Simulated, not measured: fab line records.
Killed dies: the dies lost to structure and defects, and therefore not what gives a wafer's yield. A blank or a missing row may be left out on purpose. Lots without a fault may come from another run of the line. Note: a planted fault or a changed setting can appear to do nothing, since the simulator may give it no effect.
Matching of chambers || flow sky130 || rieDiel-02 running SKY_FIELD_ISO_ETCH_14: 4 sister chambers
The step etches BARC in N2/H2, stops on SiO2, time 45.9 s, target depth 60 nm. 8 wafers are shown with their chamber, then 9 later ones without.

## WAFERS, EACH WITH ITS CHAMBER
{"wafer": "L077.5", "chamber": 0, "drypumpMotorCurrentA (A)": 5.9, "oesProductAu (a.u.)": 0.855}
{"wafer": "L078.3", "chamber": 2, "drypumpMotorCurrentA (A)": 5.8, "oesProductAu (a.u.)": 0.854}
{"wafer": "L078.4", "chamber": 0, "drypumpMotorCurrentA (A)": 6.0, "oesProductAu (a.u.)": 0.850}
{"wafer": "L089.1", "chamber": 2, "drypumpMotorCurrentA (A)": 5.8, "oesProductAu (a.u.)": 0.851}
{"wafer": "L089.2", "chamber": 3, "drypumpMotorCurrentA (A)": 5.4, "oesProductAu (a.u.)": 0.854}
{"wafer": "L091.3", "chamber": 3, "drypumpMotorCurrentA (A)": 5.5, "oesProductAu (a.u.)": 0.854}
{"wafer": "L091.4", "chamber": 1, "drypumpMotorCurrentA (A)": 5.7, "oesProductAu (a.u.)": 0.851}
{"wafer": "L091.5", "chamber": 1, "drypumpMotorCurrentA (A)": 5.7, "oesProductAu (a.u.)": 0.850}

## WAFERS WITH NO CHAMBER GIVEN
{"wafer": "L092.2", "drypumpMotorCurrentA (A)": 5.4, "oesProductAu (a.u.)": 0.857}
{"wafer": "L092.4", "drypumpMotorCurrentA (A)": 5.8, "oesProductAu (a.u.)": 0.851}
{"wafer": "L092.6", "drypumpMotorCurrentA (A)": 5.9, "oesProductAu (a.u.)": 0.853}
{"wafer": "L094.3", "drypumpMotorCurrentA (A)": 5.7, "oesProductAu (a.u.)": 0.846}
{"wafer": "L094.4", "drypumpMotorCurrentA (A)": 5.5, "oesProductAu (a.u.)": 0.853}
{"wafer": "L094.5", "drypumpMotorCurrentA (A)": 5.5, "oesProductAu (a.u.)": 0.856}
{"wafer": "L096.1", "drypumpMotorCurrentA (A)": 5.8, "oesProductAu (a.u.)": 0.849}
{"wafer": "L096.3", "drypumpMotorCurrentA (A)": 5.5, "oesProductAu (a.u.)": 0.853}
{"wafer": "L096.6", "drypumpMotorCurrentA (A)": 5.5, "oesProductAu (a.u.)": 0.841}

## CHAMBER TAKEN BY EACH
{"wafer": "L092.2", "from the rows above": 3, "in truth": 3}
{"wafer": "L092.4", "from the rows above": "can't be placed: 2 or 1", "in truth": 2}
{"wafer": "L092.6", "from the rows above": "can't be placed: 0 or 2", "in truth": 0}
{"wafer": "L094.3", "from the rows above": "can't be placed: 1 or 2", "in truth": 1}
{"wafer": "L094.4", "from the rows above": 3, "in truth": 3}
{"wafer": "L094.5", "from the rows above": 3, "in truth": 3}
{"wafer": "L096.1", "from the rows above": "can't be placed: 2 or 1 or 0", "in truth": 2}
{"wafer": "L096.3", "from the rows above": 3, "in truth": 3}
{"wafer": "L096.6", "from the rows above": "can't be placed: 1 or 3", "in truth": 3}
Placed correctly: 4 of 9. From these rows, 5 cannot be placed; in 5 the true chamber is one of the candidates. Wrongly placed: 0.
How it was worked out, from the rows above alone: a wafer's distance from a chamber is the root of the sum, over the readings, of the square of ((its reading less the chamber's mean) divided by the reading's scatter). The wafer belongs to the nearest chamber; if the next one is less than 2 further off, it can't be placed. The mean given for a chamber averages the wafers shown for that chamber. How the scatter is found: for the shown wafers, subtract from each reading the mean of its chamber, square and add these, divide the total by (wafers less chambers), then take the root.
